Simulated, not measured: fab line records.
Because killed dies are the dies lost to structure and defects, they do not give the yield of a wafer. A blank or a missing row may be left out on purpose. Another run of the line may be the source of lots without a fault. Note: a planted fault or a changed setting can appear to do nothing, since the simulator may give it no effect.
A struck lot beside a sound one ; flow sky130 ; 37 steps out of a route of 708
Sound: wafers L471.2, L471.3, L471.4. Wafers L455.1, L455.2, L455.3 were the ones struck. Last of all comes the cause.
Per side, at each step with rows, come the tool, then ch with its chambers, and then its first start. Under that, the readings that differ: sound wafers ; struck wafers ; difference of the means ; sigmas: that difference in standard deviations of wafers without a fault.
alike: readings with means less than 2 such deviations apart, plus words and numbers identical on both sides. not compared: withheld readings, readings lacking a value on some wafer, bounds such as >300 that could conceal the same value, and numbers that have no deviation in the record and whose values overlap.
The two part at a step that has a row with sigmas, a row that says differs or no value, or rows on one side only. Numbers that don't overlap but have no deviation are shown without sigmas and don't part them. Lack of a reading on every wafer of one side parts them only where that side has two or more wafers.

first, 10 steps without rows for these wafers: SKY_LDD_LDN_SOFTBAKE_03 (time 60 s); SKY_LDD_LDN_EXPOSE_04 (exposes mask LDNTM, target cd 700 nm); SKY_LDD_LDN_PEB_05; SKY_LDD_LDN_DEVELOP_06 (develop time 60 s); SKY_LDD_LDN_IMPLANT_08; SKY_LDD_LDN_IMPLANT_09; SKY_LDD_LDN_IMPLANT_10; SKY_LDD_LDN_IMPLANT_11; SKY_LDD_LDN_STRIP_12 (strips in O2/N2); SKY_LDD_LDN_CLEAN_14 (cleans in SC1/SC2, time 150 s).
SKY_SPACER_CVD_00: deposits Si3N4 from DCS/NH3, target thk 43.1 nm, time 740 s.
  sound on lpcvd-02 ch 0, day 30 17:14; struck on lpcvd-02 ch 0, day 26 04:02
reading;sound;struck;difference;sigmas
model.Si3N4_of_SPACER_CVD_00.thkNm (nm);42.3 42.28 42.64;31.16 31.19 31.3;-11.19;
  alike: susceptorTempC
SKY_SPACER_THK_MEAS_01:
  sound on filmMetro-02 at day 30 19:03; struck on filmMetro-04 at day 26 05:28
reading;sound;struck;difference;sigmas
SPACER_CVD_00_THK (nm);42.3 42.3 42.6;31.1 31.2 31.3;-11.2;-24
  not compared: hold
SKY_SPACER_ETCHBACK_02: etches Si3N4 in CH3F/O2, stops on SiO2, time 46.7 s, target depth 45 nm.
  sound on rieDiel-01 ch 1,2, day 30 19:06; struck on rieDiel-01 ch 0,1,2, day 26 06:49
reading;sound;struck;difference;sigmas
hold;- - -;awaitDispo/1.3h/release awaitDispo/1.3h/release awaitDispo/1.3h/release;no value on the sound wafers;
oesProductAu (a.u.);0.844 0.834 0.847;0.714 0.715 0.719;-0.126;-18
model.etch.depthNm (nm);42.3 42.28 42.64;31.16 31.19 31.3;-11.19;
  alike: drypumpMotorCurrentA, throttleValvePct
  not compared: rfHoursCounterH
then, 22 steps without rows for these wafers: SKY_POLY_CUT_DEHYDRATE_00 (time 60 s); SKY_POLY_CUT_HMDS_01 (prime time 60 s); SKY_POLY_CUT_COAT_02 (resist thk 60 nm); SKY_POLY_CUT_COAT_03 (resist thk 450 nm); SKY_POLY_CUT_SOFTBAKE_04 (time 90 s); SKY_POLY_CUT_EXPOSE_05 (exposes mask NPCM, target cd 270 nm); SKY_POLY_CUT_PEB_06; SKY_POLY_CUT_DEVELOP_07 (develop time 60 s); SKY_POLY_CUT_ETCH_10 (etches BARC in N2/H2, stops on SiO2, time 45.9 s, target depth 60 nm); SKY_POLY_CUT_ETCH_11 (etches Si3N4 in CF4/CH2F2/Ar, stops on poly-Si, time 42.5 s, target depth 60 nm); SKY_POLY_CUT_STRIP_12 (strips in O2/N2); SKY_SD_P_DEHYDRATE_00 (time 60 s); SKY_SD_P_HMDS_01 (prime time 60 s); SKY_SD_P_COAT_02 (resist thk 1140 nm); SKY_SD_P_SOFTBAKE_03 (time 60 s); SKY_SD_P_EXPOSE_04 (exposes mask PSDM, target cd 380 nm); SKY_SD_P_PEB_05; SKY_SD_P_DEVELOP_06 (develop time 60 s); SKY_SD_P_IMPLANT_09; SKY_SD_P_STRIP_10 (strips in O2/N2); SKY_RES_XHIGH_DEHYDRATE_00 (time 60 s); SKY_RES_XHIGH_HMDS_01 (prime time 60 s).
-- the record jumps here: 5 days lie between the struck wafers' starts before and after (it left off in module RES_XHIGH and takes up again in module SALICIDE, whose first step shown is number 361 of the route) --
SKY_SALICIDE_CLEAN_00: cleans in HF-last, time 30 s.
  sound on wetBench-02 ch 2, day 35 09:09; struck on wetBench-04 ch 1, day 31 00:02
reading;sound;struck;difference;sigmas
model.Si3N4_of_SPACER_CVD_00.thkNm (nm);41.31 41.29 41.65;30.17 30.2 30.31;-11.19;
-- the record jumps here: 17 days lie between the struck wafers' starts before and after (it left off in module SALICIDE and takes up again in module PAD_OPEN, whose first step shown is number 708 of the route) --
SKY_PAD_OPEN_PROBE_99:
  sound on prober-01 at day 50 23:46; struck on prober-01 at day 48 00:20
reading;sound;struck;difference;sigmas
model.etest.pfet_01v8.rOnOhmUm;2765 2854 2901;2426 2482 2504;-369;
model.etest.sonosUncharged.rOnOhmUm;800.9 799.6 805.7;732.8 746.4 736.4;-63.5;
model.etest.resPdiff.lineOhmUm;1354 1361 1341;1301 1312 1332;-37;
model.etest.pfet_01v8.driveUaUm;205.4 198.7 194.7;238.7 230.1 228;+32.7;
model.etest.nfet_01v8_lvt.driveUaUm;589.1 568.3 571.9;619.8 600.9 604.3;+31.9;
model.etest.sramPfetLatch.driveUaUm;155.6 145.3 139.3;174.1 174.3 169.9;+26.0;
  alike: killed_at_M0_to_M3, killed_at_M4_up, killedAtContacts, killedAtFrontEnd, killedAtOther, killedDies, killedOpen, killedShort
  not compared: model.etest.pfetG5v0d10v5.rOnOhmUm, model.etest.nfetG5v0d10v5.rOnOhmUm

== WHERE THEY PART ==
Last at SKY_SPACER_ETCHBACK_02 as far as this record goes, first at SKY_SPACER_THK_MEAS_01. Later steps at which nothing parts them and some readings are alike: SKY_PAD_OPEN_PROBE_99.

WHY: the cause the simulator had injected
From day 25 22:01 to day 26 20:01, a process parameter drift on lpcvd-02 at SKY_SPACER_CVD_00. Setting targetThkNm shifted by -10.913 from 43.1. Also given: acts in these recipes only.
